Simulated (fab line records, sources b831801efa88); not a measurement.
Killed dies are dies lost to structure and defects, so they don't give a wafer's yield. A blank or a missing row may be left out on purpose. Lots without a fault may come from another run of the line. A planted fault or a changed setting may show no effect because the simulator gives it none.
A struck lot beside a sound one | flow gf180mcu | 18 steps out of a route of 602
Sound: wafers L597.2, L597.3, L597.6. Struck: wafers L607.2, L607.4, L607.5. The cause comes at the end.
At each step with rows: each side's tool, then ch and its chambers, then its first start. Under that, the readings that differ: sound wafers | struck wafers | difference of the means | sigmas: that difference in standard deviations of wafers without a fault.
alike: readings whose means differ by less than 2 such deviations, and words and numbers that are the same on both sides. not compared: withheld readings, readings that some wafer has no value for, bounds like >300 that may hide the same value, and numbers for which the record gives no deviation and whose values overlap.
The two part at a step that has a row with sigmas, a row that says differs or no value, or rows on one side only. Numbers that don't overlap but have no deviation are shown without sigmas and don't part them. A reading that every wafer of one side lacks parts them only if that side has two wafers or more.

first, 2 steps without rows for these wafers: GF_CONTACT_PEB_12 (peb time 90 s); GF_CONTACT_DEVELOP_13 (develop time 60 s).
GF_CONTACT_CD_MEAS_14: target cd 220 nm.
  sound on cd_sem-02, day 16 15:16; struck on cd_sem-01, day 20 09:28
  alike: cd_nm
GF_CONTACT_OVL_MEAS_15:
  sound on overlay-01, day 16 15:22; struck on overlay-01, day 20 09:34
  alike: CONTACT_OVL
GF_CONTACT_ETCH_16: etches BARC in N2/H2.
  sound on rie_diel-03 ch 0,1, day 16 15:24; struck on rie_diel-03 ch 1,2,3, day 20 09:36
  alike: drypump_motor_current_A, h2_flow_sccm, oes_product_au, throttle_valve_pct
GF_CONTACT_ETCH_17: etches SiO2 in C4F8/O2/Ar, stops on CoSi2, target depth 860 nm.
  sound on rie_diel-03 ch 0,1; struck on rie_diel-03 ch 1,2,3
  alike: oes_product_au
GF_CONTACT_STRIP_18: strips in O2/N2.
  sound on plasma_asher-02 ch 0,1, day 16 15:34; struck on plasma_asher-02 ch 0, day 20 09:46
  alike: drypump_motor_current_A, heater_power_w, oes_product_au
  not compared: rf_hours_counter_h
then, 3 steps without rows for these wafers: GF_CONTACT_CLEAN_19 (cleans in SPM); GF_CONTACT_CLEAN_20 (cleans in DIW); GF_CONTACT_CLEAN_21 (cleans in dHF, time 20 s).
GF_CONTACT_SPUTTER_22: material Ti, target thk 15 nm, time 80.02 s.
  sound on pvd_sputter-03, day 16 15:52; struck on pvd_sputter-02, day 20 10:04
  reading                | sound          | struck         | difference | sigmas
  throttle_valve_pct (%) | 29.9 28.4 28.6 | 31.8 31.4 31.6 | +2.6       | +3
then, 1 step without rows for these wafers: GF_CONTACT_SPUTTER_23 (material TiN, target thk 10 nm, time 40 s).
GF_CONTACT_CVD_24: deposits W, target thk 300 nm, time 90.339 s.
  sound on cvd_w-02 ch 0, day 16 15:58; struck on cvd_w-02 ch 0,1, day 20 10:10
  reading                               | sound             | struck            | difference | sigmas
  model.W_of_CONTACT_CVD_24.thk_nm (nm) | 299.3 297.9 298.1 | 328.2 328.1 330.3 | +30.4      |
  alike: heater_power_w
  not compared: since_wet_clean_h
GF_CONTACT_RS_MEAS_25: measures by four-point-probe.
  sound on film_metro-02, day 16 16:05; struck on film_metro-02, day 20 10:17
  reading               | sound             | struck            | difference | sigmas
  CONTACT_W_RS (ohm/sq) | 0.383 0.386 0.385 | 0.349 0.349 0.347 | -0.036     | -8
GF_CONTACT_THK_MEAS_26: measures by xrf.
  sound on film_metro-02, day 16 16:11; struck on film_metro-02, day 20 10:24
  reading            | sound       | struck      | difference | sigmas
  CONTACT_W_THK (nm) | 297 296 296 | 325 326 327 | +30        | +8
GF_CONTACT_CMP_27: polishes, stops on SiO2, t overpolish 15 s, target thk 0 nm.
  sound on cmp-02 ch 1,2, day 16 16:14; struck on cmp-02 ch 0,1,3, day 20 10:33
  reading                | sound    | struck   | difference | sigmas
  time_to_endpoint_s (s) | 76 72 76 | 85 83 79 | +8         | +2
  alike: motor_current_A
GF_M1_SPUTTER_00: material Ti, target thk 37.5 nm, time 150 s.
  sound on pvd_sputter-03, day 16 16:32; struck on pvd_sputter-03, day 20 10:45
  alike: throttle_valve_pct
GF_PASSIVATION_PROBE_99:
  the record has rows for the sound wafers here (prober-01, day 29 14:44) and none for the struck ones

WHERE THEY PART
First at GF_CONTACT_SPUTTER_22; last, within this record, at GF_PASSIVATION_PROBE_99.

WHY: what the simulator had put in
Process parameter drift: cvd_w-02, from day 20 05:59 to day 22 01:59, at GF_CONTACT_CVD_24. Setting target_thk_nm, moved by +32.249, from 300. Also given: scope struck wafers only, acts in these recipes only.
